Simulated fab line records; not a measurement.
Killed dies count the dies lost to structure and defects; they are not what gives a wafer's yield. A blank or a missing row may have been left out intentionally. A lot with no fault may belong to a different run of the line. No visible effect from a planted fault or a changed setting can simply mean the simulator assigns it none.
fab line records    flow gf180mcu    part 2 of 2: steps 28 to 37 of 37
record: lots: 5  wafers: 15  last-day: 33
route steps=602 shown PSD@255 NSD@262 SAB@264 SALICIDE@278 CONTACT@287
lots that met no fault: taken from a fault-free run of the same line
start-h: start of the lot's first displayed wafer, in hours after the record's first day    wait-h: hours elapsed since this lot's preceding step    " as in the row above    L1.1+2: one row covering several wafers at once    - no value, or no start was given    * or withheld: withheld    < > ~ a bound
route shown NAME@n: NAME is a module with steps in the file, n the number in the route of the first one    usual: mean/standard deviation taken from wafers without a fault    same: alike in all rows    chamber/n: place in a boat    sites: the reading at each site    _std_site: their standard deviation    _edge_site: outer sites' mean less inner sites'    radius-mm: how far each site lies from the wafer's centre    mask NAME#n: copy n    behind: the tool/chamber that last shaped the wafer    hold: reason for holding the lot/hours on hold/outcome of the hold    device: names the non-switching transistor (n, p or np)    end of line: the tests these same wafers got at the end of their route    for a step that has no rows: nothing shown but its recipe    killed: the dies lost at the first sort to structure and to defects; this is not the yield of the wafer    map: shows each die of a wafer: x if killed, . if not, _ if none is there
set.NAME: the setting as run; set.NAME@STEP: as run at that earlier step    model.NAME: the simulator's own value behind a step, which no gauge read
lots at some steps of the route; a table a step, a row a wafer
services: when a tool's chamber went out of use (start-h, in hours from the record's first day, below 0 if earlier), for how many hours, and the reason
== steps ==
step: GF_SALICIDE_RS_MEAS_04
recipe: thk-meas-gauge: four-point-probe  reads: TiN_of_SALICIDE_SPUTTER_03+Co_of_SALICIDE_SPUTTER_02
usual: SALICIDE_TIN_RS: 16.35/0.3
lot.wafer  tool           chamber  start-h  wait-h  SALICIDE_TIN_RS[ohm/sq]
L080.2     film-metro-04  -        391.39   0.0     16.12
L080.4     "              -        "        "       16.04
L080.6     "              -        "        "       16.02
L086.1     film-metro-03  -        445.85   0.0     15.86
L086.3     "              -        "        "       16.21
L086.6     "              -        "        "       15.91
L087.2     film-metro-04  -        448.68   0.0     16.87
L087.3     "              -        "        "       16.69
L087.5     "              -        "        "       16.95
L090.2     film-metro-04  -        483.06   0.0     16.69
L090.4     "              -        "        "       16.55
L090.5     "              -        "        "       16.59
L091.4     film-metro-04  -        485.72   0.1     16.22
L091.5     "              -        "        "       16.86
L091.6     "              -        "        "       16.27
step: GF_SALICIDE_THK_MEAS_05
recipe: thk-meas-gauge: xrf  reads: TiN_of_SALICIDE_SPUTTER_03
usual: SALICIDE_TIN_THK: 19.89/0.29
lot.wafer  tool           chamber  start-h  wait-h  SALICIDE_TIN_THK[nm]
L080.2     film-metro-04  -        391.50   0.1     19.81
L080.4     "              -        "        "       20.13
L080.6     "              -        "        "       19.85
L086.1     film-metro-03  -        445.97   0.1     19.93
L086.3     "              -        "        "       19.68
L086.6     "              -        "        "       19.97
L087.2     film-metro-04  -        448.79   0.1     19.90
L087.3     "              -        "        "       20.15
L087.5     "              -        "        "       19.88
L090.2     film-metro-04  -        483.17   0.1     19.90
L090.4     "              -        "        "       20.12
L090.5     "              -        "        "       19.97
L091.4     film-metro-04  -        485.81   0.1     19.60
L091.5     "              -        "        "       19.71
L091.6     "              -        "        "       19.73
step: GF_SALICIDE_RTA_06
recipe: temp-c: 530  time-s: 30  ambient: N2
usual: chamber-o2-ppm: 1.996/0.021  lamp-power-pct: 6.8/0.63  wafer_temp_C_max: 532.5/0.58
lot.wafer  tool           chamber  start-h  wait-h  chamber-o2-ppm  lamp-power-pct  wafer_temp_C_max
L080.2     rtp-anneal-02  0        391.56   0.1     1.998           6.2             534.7
L080.4     "              0        "        "       1.993           6.2             531.7
L080.6     "              0        "        "       2.015           6.2             532.6
L086.1     rtp-anneal-02  0        446.03   0.1     1.957           6.2             532.5
L086.3     "              0        "        "       2.021           6.2             531.8
L086.6     "              0        "        "       1.985           6.2             533.2
L087.2     rtp-anneal-01  0        448.86   0.1     2.061           7.5             533.2
L087.3     "              0        "        "       1.961           7.4             532.5
L087.5     "              0        "        "       2.023           7.5             532.3
L090.2     rtp-anneal-01  0        483.23   0.1     1.981           7.5             532.5
L090.4     "              0        "        "       2.020           7.5             532.9
L090.5     "              0        "        "       2.005           7.5             531.8
L091.4     rtp-anneal-01  0        485.89   0.1     2.010           7.5             532.6
L091.5     "              0        "        "       1.997           7.5             531.7
L091.6     "              0        "        "       2.012           7.5             532.6
step: GF_SALICIDE_WET_ETCH_07
recipe: chemistry: SPM  target-depth-nm: 120  dry: n2-spin
lot.wafer   tool          chamber  start-h  wait-h
L080.2+4+6  wet-bench-01  1        391.65   0.1
L086.1+3+6  wet-bench-02  2        446.13   0.1
L087.2+3+5  wet-bench-04  1        448.94   0.1
L090.2+4+5  wet-bench-01  0        483.32   0.1
L091.4+5+6  wet-bench-02  0        485.94   0.0
step: GF_SALICIDE_RTA_08
recipe: temp-c: 800  time-s: 30  ambient: N2
usual: chamber-o2-ppm: 2.004/0.02  lamp-power-pct: 19.1/1.7  wafer_temp_C_max: 803.9/0.85
lot.wafer  tool           chamber  start-h  wait-h  chamber-o2-ppm  lamp-power-pct  wafer_temp_C_max
L080.2     rtp-anneal-01  0        391.75   0.0     1.978           20.7            802.3
L080.4     "              0        "        "       2.007           20.7            803.0
L080.6     "              0        "        "       2.001           20.7            802.6
L086.1     rtp-anneal-01  0        446.22   0.0     1.994           20.7            803.3
L086.3     "              0        "        "       1.992           20.7            803.8
L086.6     "              0        "        "       1.985           20.7            802.4
L087.2     rtp-anneal-02  0        449.05   0.0     1.997           17.2            805.8
L087.3     "              0        "        "       1.990           17.2            804.7
L087.5     "              0        "        "       1.998           17.2            803.3
L090.2     rtp-anneal-02  0        483.43   0.0     2.008           17.2            805.3
L090.4     "              0        "        "       2.022           17.2            804.3
L090.5     "              0        "        "       2.007           17.2            804.6
L091.4     rtp-anneal-02  0        486.09   0.1     2.018           17.2            803.2
L091.5     "              0        "        "       1.997           17.2            802.6
L091.6     "              0        "        "       2.002           17.2            803.6
step: GF_CONTACT_CVD_00
recipe: material: SiO2  target-thk-nm: 300  sigma-open-frac: 0.3  temp-c: 400  time-s: 50  sih4-flow-sccm: 60  pressure-mtorr: 6
lot.wafer   tool       chamber  start-h  wait-h
L080.2+4+6  hdpcvd-01  2,0,1    391.84   0.1
L086.1+3+6  hdpcvd-02  1,0,1    446.32   0.1
L087.2+3+5  hdpcvd-01  1,2,2    449.13   0.1
L090.2+4+5  hdpcvd-01  0,2,1    483.52   0.1
L091.4+5+6  hdpcvd-02  1,2,0    486.16   0.1
step: GF_CONTACT_THK_MEAS_01
recipe: reads: SiO2_of_CONTACT_CVD_00
usual: CONTACT_CVD_00_THK: 302/3.3
lot.wafer  tool           chamber  start-h  wait-h  CONTACT_CVD_00_THK[nm]
L080.2     film-metro-01  -        391.89   0.0     303
L080.4     "              -        "        "       300
L080.6     "              -        "        "       301
L086.1     film-metro-04  -        446.36   0.0     303
L086.3     "              -        "        "       308
L086.6     "              -        "        "       303
L087.2     film-metro-04  -        449.19   0.0     305
L087.3     "              -        "        "       303
L087.5     "              -        "        "       306
L090.2     film-metro-01  -        483.57   0.0     302
L090.4     "              -        "        "       300
L090.5     "              -        "        "       300
L091.4     film-metro-03  -        486.21   0.0     302
L091.5     "              -        "        "       307
L091.6     "              -        "        "       307
step: GF_CONTACT_CVD_02
recipe: material: SiO2  target-thk-nm: 860  precursor: TEOS  temp-c: 400  time-s: 95.992  rf-w: 600
usual: heater-power-w: 644/94
lot.wafer  tool      chamber  start-h  wait-h  heater-power-w
L080.2     pecvd-04  0        391.94   0.0     621
L080.4     "         0        "        "       670
L080.6     "         1        "        "       502
L086.1     pecvd-01  1        446.42   0.1     691
L086.3     "         2        "        "       736
L086.6     "         0        "        "       583
L087.2     pecvd-01  0        449.24   0.0     597
L087.3     "         2        "        "       732
L087.5     "         0        "        "       673
L090.2     pecvd-04  0        483.62   0.0     572
L090.4     "         1        "        "       405
L090.5     "         0        "        "       644
L091.4     pecvd-04  0        486.27   0.1     663
L091.5     "         2        "        "       663
L091.6     "         1        "        "       514
step: GF_CONTACT_THK_MEAS_03
recipe: reads: SiO2_of_CONTACT_CVD_02
usual: CONTACT_CVD_02_THK: 860/12
lot.wafer  tool           chamber  start-h  wait-h  CONTACT_CVD_02_THK[nm]
L080.2     film-metro-04  -        392.02   0.0     846
L080.4     "              -        "        "       855
L080.6     "              -        "        "       866
L086.1     film-metro-04  -        446.49   0.0     848
L086.3     "              -        "        "       841
L086.6     "              -        "        "       871
L087.2     film-metro-01  -        449.32   0.0     856
L087.3     "              -        "        "       852
L087.5     "              -        "        "       877
L090.2     film-metro-03  -        483.70   0.0     838
L090.4     "              -        "        "       880
L090.5     "              -        "        "       858
L091.4     film-metro-01  -        486.34   0.0     854
L091.5     "              -        "        "       866
L091.6     "              -        "        "       888
step: GF_CONTACT_CMP_04
recipe: material: SiO2  down-force-psi: 4  platen-rpm: 60  pad-velocity-m-s: 0.94248
usual: motor-current-A: 12.4/1.4  time-to-endpoint-s: 110/6.1
lot.wafer  tool    chamber  start-h  wait-h  motor-current-A  time-to-endpoint-s
L080.2     cmp-01  2        392.07   0.0     14.4             98
L080.4     "       0        "        "       12.6             108
L080.6     "       2        "        "       13.7             107
L086.3     cmp-01  2        446.55   0.0     13.9             97
L086.1     "       3        "        "       14.1             102
L086.6     "       2        "        "       13.4             104
L087.2     cmp-02  3        449.42   0.1     12.2             118
L087.3     "       1        "        "       13.1             108
L087.5     "       2        "        "       10.0             121
L090.2     cmp-02  2        483.75   0.0     9.5              105
L090.4     "       0        "        "       12.5             113
L090.5     "       3        "        "       12.4             111
L091.4     cmp-02  0        486.47   0.1     12.1             106
L091.5     "       2        "        "       9.7              116
L091.6     "       3        "        "       12.3             124
== services ==
tool              chamber  start-h  hours  kind
implanter-04      -        360.72   3.7    pm
rtp-anneal-01     -        364.25   3.3    pm
iline-stepper-02  -        367.01   1.7    pm
plasma-asher-04   -        373.39   0.7    repair
rie-diel-02       1        373.63   7.6    repair
rie-diel-02       0        374.59   8.9    repair
implanter-01      -        377.16   3.3    repair
pvd-sputter-04    -        379.61   1.6    repair
implanter-04      -        381.95   5.7    repair
pvd-sputter-02    -        382.40   1.0    repair
plasma-asher-02   -        383.48   1.4    repair
rie-diel-02       -        389.06   0.3    repair
plasma-asher-02   -        391.55   0.5    repair
plasma-asher-02   -        392.38   0.6    repair
cmp-02            -        393.61   6.0    pm
wet-bench-03      -        397.87   1.7    repair
pecvd-04          -        403.21   1.8    repair
cmp-02            -        403.36   5.9    pm
pvd-sputter-02    -        403.38   3.4    repair
cmp-02            -        409.37   0.4    repair
plasma-asher-04   -        421.25   9.0    pm
rie-diel-04       2        430.70   21.0   repair
cmp-02            -        450.09   5.6    repair
iline-stepper-02  -        484.70   4.3    pm
